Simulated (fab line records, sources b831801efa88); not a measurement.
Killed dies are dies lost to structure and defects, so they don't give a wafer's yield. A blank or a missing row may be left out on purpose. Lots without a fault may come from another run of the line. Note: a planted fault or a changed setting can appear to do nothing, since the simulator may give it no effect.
2 desks looking at one fault | flow sky130 | every desk sees just its own numbers, and what lay behind them comes last

DESK OF THE TOOL OWNER: implanter-01
For each lot that ran on this tool, the mean over its sampled wafers that have a number, from the tool's own readings at SKY_SD_P_IMPLANT_09. Any lot whose mean is over 4 standard deviations away from the usual mean is out of limits and marked OUT; that distance is given in the brackets.
Columns: A = doseIonsCm2 at SKY_SD_P_IMPLANT_09, usual 3e+15
lot  | first seen here | A
L847 | day 25 02:11    | 3e+15
L848 | day 25 08:28    | 3e+15
L857 | day 29 13:26    | 3e+15
L870 | day 33 04:26    | 3e+15
Result from this desk: across the 4 lots, nothing is out of limits.

FROM THE METROLOGY DESK
Lot by lot, what the gauges showed, no matter which tool ran the lot: averages of those sampled wafers that carry a number. Any lot whose mean is over 4 standard deviations away from the usual mean is out of limits and marked OUT; that distance is given in the brackets.
Columns: A = POLY_GATE_CVD_03_THK at SKY_POLY_GATE_THK_MEAS_04, usual 75.2 nm; B = SD_P_RS at SKY_SD_N_RS_MEAS_17, usual 147.0 ohm/sq
lot  | first seen here | A    | B
L847 | day 15 00:22    | 74.7 | 147.1
L848 | day 15 04:32    | 75.1 | 147.2
L852 | day 16 14:50    | 74.9 | 146.8
L857 | day 19 03:28    | 75.7 | 147.8
L859 | day 19 16:44    | 75.3 | 147.2
L860 | day 19 22:38    | 76.5 | 147.2
L861 | day 20 05:05    | 75.3 | 146.6
L863 | day 20 22:47    | 74.7 | 146.7
L867 | day 22 06:49    | 75.4 | 146.8
L869 | day 22 22:10    | 76.0 | 147.3
L870 | day 23 12:32    | 75.0 | 146.9
Result from this desk: across the 11 lots, nothing is out of limits.

ALL TOGETHER
The tool owner's desk saw nothing out of limits.
From the metrology desk's view, nothing was out of limits.

WHAT HAD BEEN PUT IN BY THE SIMULATOR
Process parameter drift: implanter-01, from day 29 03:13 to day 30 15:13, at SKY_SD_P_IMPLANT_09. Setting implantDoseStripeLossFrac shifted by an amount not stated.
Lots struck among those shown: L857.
